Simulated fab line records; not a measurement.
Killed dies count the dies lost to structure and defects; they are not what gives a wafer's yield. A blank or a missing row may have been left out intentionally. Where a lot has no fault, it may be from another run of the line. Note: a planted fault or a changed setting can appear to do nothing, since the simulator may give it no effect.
Split-lot experiment / flow gf180mcu / route with 602 steps; 5 lots, 23 wafers read

THE SPLIT
At GF_POLY_GATE_PEB_08 (peb time 90 s), the setting pebTempC was moved away from the recipe's 135 C on 7 of the 23 wafers read, by -1.3% to +2.2%. All remaining wafers had this setting at the recipe value.

SPLIT TO READING: what lies between them in the file, 1 step
- GF_POLY_GATE_DEVELOP_09: develop time 60 s

THE READING
cdNm (nm) at GF_POLY_GATE_CD_MEAS_10, where the cd target is 280 nm. Fault-free wafers of this fab line usually give 280.0 nm, standard deviation 0.85 nm.

wafer=L074.1; tool, chamber at the split=lithoTrack-01, 0; pebTempC as run, C=135; against the recipe=recipe; cdNm, nm=279.5; against lot-mates on the recipe=-
wafer=L074.2; tool, chamber at the split=lithoTrack-01, 0; pebTempC as run, C=135; against the recipe=recipe; cdNm, nm=279.4; against lot-mates on the recipe=-
wafer=L074.3; tool, chamber at the split=lithoTrack-01, 0; pebTempC as run, C=133.3; against the recipe=-1.3%; cdNm, nm=284.7; against lot-mates on the recipe=+5.0
wafer=L074.4; tool, chamber at the split=lithoTrack-01, 0; pebTempC as run, C=135; against the recipe=recipe; cdNm, nm=280.1; against lot-mates on the recipe=-
wafer=L074.5; tool, chamber at the split=lithoTrack-01, 0; pebTempC as run, C=133.3; against the recipe=-1.3%; cdNm, nm=284.3; against lot-mates on the recipe=+4.6
wafer=L081.1; tool, chamber at the split=lithoTrack-04, 0; pebTempC as run, C=135; against the recipe=recipe; cdNm, nm=280.0; against lot-mates on the recipe=-
wafer=L081.2; tool, chamber at the split=lithoTrack-04, 0; pebTempC as run, C=138; against the recipe=+2.2%; cdNm, nm=273.7; against lot-mates on the recipe=-6.8
wafer=L081.3; tool, chamber at the split=lithoTrack-04, 0; pebTempC as run, C=138; against the recipe=+2.2%; cdNm, nm=273.6; against lot-mates on the recipe=-6.9
wafer=L081.5; tool, chamber at the split=lithoTrack-04, 0; pebTempC as run, C=135; against the recipe=recipe; cdNm, nm=280.1; against lot-mates on the recipe=-
wafer=L081.6; tool, chamber at the split=lithoTrack-04, 0; pebTempC as run, C=135; against the recipe=recipe; cdNm, nm=281.5; against lot-mates on the recipe=-
wafer=L082.1; tool, chamber at the split=lithoTrack-02, 0; pebTempC as run, C=135; against the recipe=recipe; cdNm, nm=280.1; against lot-mates on the recipe=-
wafer=L082.2; tool, chamber at the split=lithoTrack-02, 0; pebTempC as run, C=135; against the recipe=recipe; cdNm, nm=279.9; against lot-mates on the recipe=-
wafer=L082.4; tool, chamber at the split=lithoTrack-02, 0; pebTempC as run, C=135; against the recipe=recipe; cdNm, nm=279.0; against lot-mates on the recipe=-
wafer=L082.5; tool, chamber at the split=lithoTrack-02, 0; pebTempC as run, C=135; against the recipe=recipe; cdNm, nm=279.3; against lot-mates on the recipe=-
wafer=L082.6; tool, chamber at the split=lithoTrack-02, 0; pebTempC as run, C=135; against the recipe=recipe; cdNm, nm=280.3; against lot-mates on the recipe=-
wafer=L084.2; tool, chamber at the split=lithoTrack-02, 0; pebTempC as run, C=135; against the recipe=recipe; cdNm, nm=281.3; against lot-mates on the recipe=-
wafer=L084.4; tool, chamber at the split=lithoTrack-02, 0; pebTempC as run, C=135; against the recipe=recipe; cdNm, nm=281.0; against lot-mates on the recipe=-
wafer=L084.6; tool, chamber at the split=lithoTrack-02, 0; pebTempC as run, C=135; against the recipe=recipe; cdNm, nm=280.3; against lot-mates on the recipe=-
wafer=L085.1; tool, chamber at the split=lithoTrack-04, 0; pebTempC as run, C=135; against the recipe=recipe; cdNm, nm=280.1; against lot-mates on the recipe=-
wafer=L085.2; tool, chamber at the split=lithoTrack-04, 0; pebTempC as run, C=136.4; against the recipe=+1.0%; cdNm, nm=275.1; against lot-mates on the recipe=-5.4
wafer=L085.3; tool, chamber at the split=lithoTrack-04, 0; pebTempC as run, C=135; against the recipe=recipe; cdNm, nm=281.0; against lot-mates on the recipe=-
wafer=L085.4; tool, chamber at the split=lithoTrack-04, 0; pebTempC as run, C=136.4; against the recipe=+1.0%; cdNm, nm=276.9; against lot-mates on the recipe=-3.7
wafer=L085.6; tool, chamber at the split=lithoTrack-04, 0; pebTempC as run, C=136.4; against the recipe=+1.0%; cdNm, nm=276.0; against lot-mates on the recipe=-4.6

FIT RESULTS
A straight line over all 23 wafers: cdNm changes by -3.24 nm for each +1% of pebTempC; r = -0.96; the points scatter about the line by 0.77 nm.
The same after taking each lot's own level away (the mean of its wafers on the recipe; 23 wafers): -3.5 nm for each +1%; r = -0.97; scatter 0.69 nm.
Per that fit: largest pebTempC move, reading shift of 7.8 nm.
From 279.67 to 280.87 nm: that is the span of the lots' own levels, equal to 1.4 times the standard deviation above.
The two slopes are in agreement: the lot-to-lot level therefore moves the slope only a little.
Check: with one of the wafers moved furthest among these (+2.2%) left out of the fit, the line predicts -8.19 nm for it against its lot-mates. Against them it came out at -6.83 nm.

OTHER SPLITS ON THESE WAFERS
Other splits were also applied to these wafers ahead of the reading. Each is held against what the fit with the lots' levels taken away leaves over:
other split on the same wafers=GF_STI_COAT_07 resistThkNm; wafers away from the commonest value=11; r with cdNm (lot level and that fit taken away)=+0.50
other split on the same wafers=GF_STI_SOFTBAKE_08 tempC; wafers away from the commonest value=7; r with cdNm (lot level and that fit taken away)=-0.08
other split on the same wafers=GF_NWELL_IMPLANT_08 energyKev; wafers away from the commonest value=5; r with cdNm (lot level and that fit taken away)=-0.23
other split on the same wafers=GF_LVPWELL_COAT_02 spinRpm; wafers away from the commonest value=8; r with cdNm (lot level and that fit taken away)=+0.14
other split on the same wafers=GF_LVPWELL_IMPLANT_09 energyKev; wafers away from the commonest value=4; r with cdNm (lot level and that fit taken away)=+0.06
other split on the same wafers=GF_MVPSD_IMPLANT_08 doseCm2; wafers away from the commonest value=8; r with cdNm (lot level and that fit taken away)=+0.14
other split on the same wafers=GF_VT_IMPLANT_IMPLANT_30 doseCm2; wafers away from the commonest value=7; r with cdNm (lot level and that fit taken away)=-0.15
other split on the same wafers=GF_VT_IMPLANT_STRIP_31 platenTempC; wafers away from the commonest value=10; r with cdNm (lot level and that fit taken away)=-0.18
other split on the same wafers=GF_VT_IMPLANT_DEVELOP_39 developTimeS; wafers away from the commonest value=5; r with cdNm (lot level and that fit taken away)=-0.41
other split on the same wafers=GF_VT_IMPLANT_WET_ETCH_50 tempC; wafers away from the commonest value=15; r with cdNm (lot level and that fit taken away)=+0.17

THE WHOLE CHAIN: every reading that the file lists as answering this split, in the file's order
step=GF_POLY_GATE_CD_MEAS_10; what it does=target cd 280 nm; reading=cdNm; change (the file's fit)=-3.46 nm for each +1% of the setting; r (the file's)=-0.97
step=GF_POLY_GATE_ETCH_12; what it does=etches BARC in N2/H2; reading=POLY_GATE.cdNm (the simulator's own value, which no gauge read); change (the file's fit)=-3.22 nm for each +1% of the setting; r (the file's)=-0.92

FILE'S OWN FIT
cdNm changes by -3.46 nm for each +1% of pebTempC, r = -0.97.
